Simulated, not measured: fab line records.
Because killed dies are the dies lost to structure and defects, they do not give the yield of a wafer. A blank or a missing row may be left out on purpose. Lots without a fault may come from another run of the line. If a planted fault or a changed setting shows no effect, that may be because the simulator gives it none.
Problem report in the 8D (eight disciplines) form, filled by code / flow sky130 / the parts of the form that need people (team, actions taken, sign-off) are left out

== 1. PROBLEM STATEMENT ==
At SKY_PAD_OPEN_EXPOSE_04, exposure dose mJ cm2 averages 263.99 over 12 wafers from 4 lots, while fault-free wafers read 260.02, standard deviation 0.26. That is +15 standard deviations from the usual mean.
The step: exposes mask PDM, target cd 60000 nm.
Earliest sighting: wafer L199.2 on iline stepper-02 at day 47 07:41. Wafers with a number at this step in the record: 42, from 14 lots. Rule for "out", or "out of limits": more than 4 standard deviations from the usual mean. All remaining wafers that have a number are taken as sound.

== 2. WHAT IT IS, WHAT IT ISN'T ==
question=which readings at this step | is=exposure dose mJ cm2 | is not=-
question=which lots | is=L199, L201, L202, L203 | is not=L194, L195, L196, L198, L205, L206, L207, L209, L212, L216
question=which wafers of those lots | is=all that have a number | is not=-
question=read on which tools | is=iline stepper-02 | is not=iline stepper-01
question=when | is=from day 47 07:41 | is not=up to then (12 sound wafers); but 18 sound wafers of L205, L206, L207, L209, L212, L216 came after

== 3. SUSPECTS, AND WHAT RULES EACH OUT ==
Counting: any tool at a process step up to the reading is kept as a suspect provided that every lot that is out went through it and no sound lot did after the first of them.
- iline stepper-02 at SKY_PAD_OPEN_EXPOSE_04 (exposes mask PDM, target cd 60000 nm): kept. It ran every lot that is out, first L199 (day 47 07:41), and no sound lot after that; its last sound lot up to then is L196 (day 47 04:21). Out on those wafers are its own readings of exposure dose mJ cm2.
Left after counting: iline stepper-02 at SKY_PAD_OPEN_EXPOSE_04.

== 4. THE CAUSE (what the simulator had put in) ==
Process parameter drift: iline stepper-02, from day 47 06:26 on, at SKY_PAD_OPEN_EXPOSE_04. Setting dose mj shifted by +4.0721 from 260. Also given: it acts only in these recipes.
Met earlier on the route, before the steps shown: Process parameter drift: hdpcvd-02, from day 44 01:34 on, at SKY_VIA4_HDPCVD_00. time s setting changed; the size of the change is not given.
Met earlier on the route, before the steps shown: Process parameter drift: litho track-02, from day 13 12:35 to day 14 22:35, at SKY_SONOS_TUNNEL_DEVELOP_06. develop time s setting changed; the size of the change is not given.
The count eliminated every tool but this one.

== 5. THE EFFECT CHAIN, in route order ==
Each row: a reading where the mean over the struck wafers with a number is more than 3 standard deviations away from the usual. Scope: only readings with a usual standard deviation given in the record; hours: median across lots of the time from each lot's start at the first step in this table that gives one to its start at this step; sigmas: change in usual standard deviations.
hours=0; step=SKY_PAD_OPEN_EXPOSE_04; reading=exposure dose mJ cm2; usual=260.02; on struck wafers=263.99; change=+3.97; sigmas=+15
Here are the process steps it includes:
- SKY_PAD_OPEN_EXPOSE_04: exposes mask PDM, target cd 60000 nm.
At these later measuring or inspecting steps, every struck wafer for which the step has a row has a number for every such reading, and none has moved that far: SKY_PAD_OPEN_BOW_MEAS_13.

== 6. HOW IT WOULD HAVE BEEN CAUGHT EARLIER ==
In this record the first reading out of limits was taken at day 47 07:41, 1 hour after the fault began at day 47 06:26.
